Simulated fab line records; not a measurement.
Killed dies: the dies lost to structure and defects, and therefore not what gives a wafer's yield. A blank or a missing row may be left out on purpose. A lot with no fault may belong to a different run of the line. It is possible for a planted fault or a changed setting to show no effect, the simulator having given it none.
Which tool is to blame? / flow sky130 / 14 lots with 42 wafers sampled at 2 steps, on a route of 708 steps

== WHAT EACH GAUGE READ, for each wafer ==
Not one reading of a measure or inspect step in the record can be checked against a usual standard deviation.

== WHAT TOOL EACH LOT RAN ON (gives the tool, then ch and the chambers of the sampled wafers, and finally the start) ==
lot=L652; SKY_CAP2M_SPUTTER_02=pvd sputter-03, day 40 11:55; SKY_PAD_OPEN_PROBE_99=-
lot=L654; SKY_CAP2M_SPUTTER_02=pvd sputter-02, day 41 07:36; SKY_PAD_OPEN_PROBE_99=-
lot=L656; SKY_CAP2M_SPUTTER_02=pvd sputter-02, day 41 14:49; SKY_PAD_OPEN_PROBE_99=-
lot=L657; SKY_CAP2M_SPUTTER_02=pvd sputter-02, day 42 01:25; SKY_PAD_OPEN_PROBE_99=prober-01, day 47 21:07
lot=L658; SKY_CAP2M_SPUTTER_02=pvd sputter-04, day 42 06:41; SKY_PAD_OPEN_PROBE_99=prober-02, day 48 00:38
lot=L660; SKY_CAP2M_SPUTTER_02=pvd sputter-02, day 42 17:56; SKY_PAD_OPEN_PROBE_99=-
lot=L666; SKY_CAP2M_SPUTTER_02=pvd sputter-04, day 44 12:14; SKY_PAD_OPEN_PROBE_99=-
lot=L667; SKY_CAP2M_SPUTTER_02=pvd sputter-04, day 44 17:42; SKY_PAD_OPEN_PROBE_99=prober-01, day 50 01:41
lot=L668; SKY_CAP2M_SPUTTER_02=pvd sputter-02, day 44 21:55; SKY_PAD_OPEN_PROBE_99=-
lot=L669; SKY_CAP2M_SPUTTER_02=pvd sputter-04, day 44 23:22; SKY_PAD_OPEN_PROBE_99=prober-01, day 50 07:29
lot=L673; SKY_CAP2M_SPUTTER_02=pvd sputter-02, day 46 04:17; SKY_PAD_OPEN_PROBE_99=prober-01, day 51 05:51
lot=L674; SKY_CAP2M_SPUTTER_02=pvd sputter-02, day 46 12:21; SKY_PAD_OPEN_PROBE_99=-
lot=L670; SKY_CAP2M_SPUTTER_02=pvd sputter-04, day 46 13:02; SKY_PAD_OPEN_PROBE_99=-
lot=L675; SKY_CAP2M_SPUTTER_02=pvd sputter-04, day 46 19:22; SKY_PAD_OPEN_PROBE_99=-
- SKY_CAP2M_SPUTTER_02: material TiN, target thk 200 nm, time 166.7 s.
- SKY_PAD_OPEN_PROBE_99

== WHAT THE TOOLS THEMSELVES READ (means of the sampled wafers that have a number; where no wafer has one, the mark that the record gives instead) ==
SKY_CAP2M_SPUTTER_02.
lot=L652; tool=pvd sputter-03; chamber pressure pa (Pa)=0.3994; throttle valve pct (%)=30.9
lot=L654; tool=pvd sputter-02; chamber pressure pa (Pa)=0.4006; throttle valve pct (%)=29.3
lot=L656; tool=pvd sputter-02; chamber pressure pa (Pa)=0.4005; throttle valve pct (%)=28.8
lot=L657; tool=pvd sputter-02; chamber pressure pa (Pa)=0.4041; throttle valve pct (%)=29.3
lot=L658; tool=pvd sputter-04; chamber pressure pa (Pa)=0.4012; throttle valve pct (%)=30.8
lot=L660; tool=pvd sputter-02; chamber pressure pa (Pa)=0.4043; throttle valve pct (%)=29.5
lot=L666; tool=pvd sputter-04; chamber pressure pa (Pa)=0.3997; throttle valve pct (%)=31.2
lot=L667; tool=pvd sputter-04; chamber pressure pa (Pa)=0.4002; throttle valve pct (%)=30.8
lot=L668; tool=pvd sputter-02; chamber pressure pa (Pa)=0.4007; throttle valve pct (%)=29.7
lot=L669; tool=pvd sputter-04; chamber pressure pa (Pa)=0.4004; throttle valve pct (%)=31.4
lot=L673; tool=pvd sputter-02; chamber pressure pa (Pa)=0.4006; throttle valve pct (%)=29.9
lot=L674; tool=pvd sputter-02; chamber pressure pa (Pa)=0.4012; throttle valve pct (%)=29.4
lot=L670; tool=pvd sputter-04; chamber pressure pa (Pa)=0.4005; throttle valve pct (%)=30.7
lot=L675; tool=pvd sputter-04; chamber pressure pa (Pa)=0.4004; throttle valve pct (%)=30.2

SKY_PAD_OPEN_PROBE_99.
lot=L657; tool=prober-01; defect limited yield (%)=84.3; killed_at_M0_to_M3=40; killed_at_M4_up=3.7; killed at contacts=23; killed at front end=10; killed at other=0.7; killed dies=77; killed open=42; killed short=35; sort_bin_3_pad_short (%)=0.7; sort_bin_5_function (%)=9.1; sort_bin_6_memory (%)=5.8; sort n pass=415; sort yield pct (%)=84.3
lot=L658; tool=prober-02; defect limited yield (%)=81.6; killed_at_M0_to_M3=47; killed_at_M4_up=3.3; killed at contacts=24; killed at front end=14; killed at other=1.0; killed dies=90; killed open=50; killed short=40; sort_bin_3_pad_short (%)=0.8; sort_bin_5_function (%)=11.1; sort_bin_6_memory (%)=6.5; sort n pass=402; sort yield pct (%)=81.6
lot=L667; tool=prober-01; defect limited yield (%)=84.8; killed_at_M0_to_M3=38; killed_at_M4_up=1.7; killed at contacts=23; killed at front end=12; killed at other=1.0; killed dies=75; killed open=42; killed short=33; sort_bin_3_pad_short (%)=0.3; sort_bin_5_function (%)=9.4; sort_bin_6_memory (%)=5.5; sort n pass=417; sort yield pct (%)=84.8
lot=L669; tool=prober-01; defect limited yield (%)=83.7; killed_at_M0_to_M3=42; killed_at_M4_up=1.3; killed at contacts=20; killed at front end=17; killed at other=0.0; killed dies=80; killed open=41; killed short=39; sort_bin_3_pad_short (%)=1.2; sort_bin_5_function (%)=8.4; sort_bin_6_memory (%)=6.6; sort n pass=412; sort yield pct (%)=83.7
lot=L673; tool=prober-01; defect limited yield (%)=84.3; killed_at_M0_to_M3=39; killed_at_M4_up=2.0; killed at contacts=23; killed at front end=13; killed at other=0.3; killed dies=77; killed open=42; killed short=35; sort_bin_3_pad_short (%)=0.5; sort_bin_5_function (%)=9.6; sort_bin_6_memory (%)=5.7; sort n pass=415; sort yield pct (%)=84.3

== THE ANSWER, worked out from the rows above alone ==
Rule: the lots themselves supply what counts as usual. Put in order of their means at a reading, lots are off if they are a third of the lots or fewer, leave a main group of 4 or more, and stand apart from it by a gap of 3 or more times the standard deviation of the main group's means; of several such gaps the widest counts. Not used: any main group whose means are identical at the precision the tables above print for the reading. A lot without any number at a reading at which 4 lots or more have one is off too. All remaining lots with rows at the step are treated as sound. After the gauges, taken in route order, come the tools' own readings; for these a lot's mean is taken, as printed above. At the first step where some lot is off, the reading lying furthest off is the one used; lots without a number count as furthest.
Off: L657, L660 (SKY_CAP2M_SPUTTER_02, chamber pressure pa). For the main group the mean is 0.4004 Pa and the standard deviation 0.0005.
If a tool, at that step or one of the process steps before it, ran each lot that is off and ran no sound lot following the first of them, it fits. Of those tried, none fits.

== WHAT THE SIMULATOR HAD INSERTED ==
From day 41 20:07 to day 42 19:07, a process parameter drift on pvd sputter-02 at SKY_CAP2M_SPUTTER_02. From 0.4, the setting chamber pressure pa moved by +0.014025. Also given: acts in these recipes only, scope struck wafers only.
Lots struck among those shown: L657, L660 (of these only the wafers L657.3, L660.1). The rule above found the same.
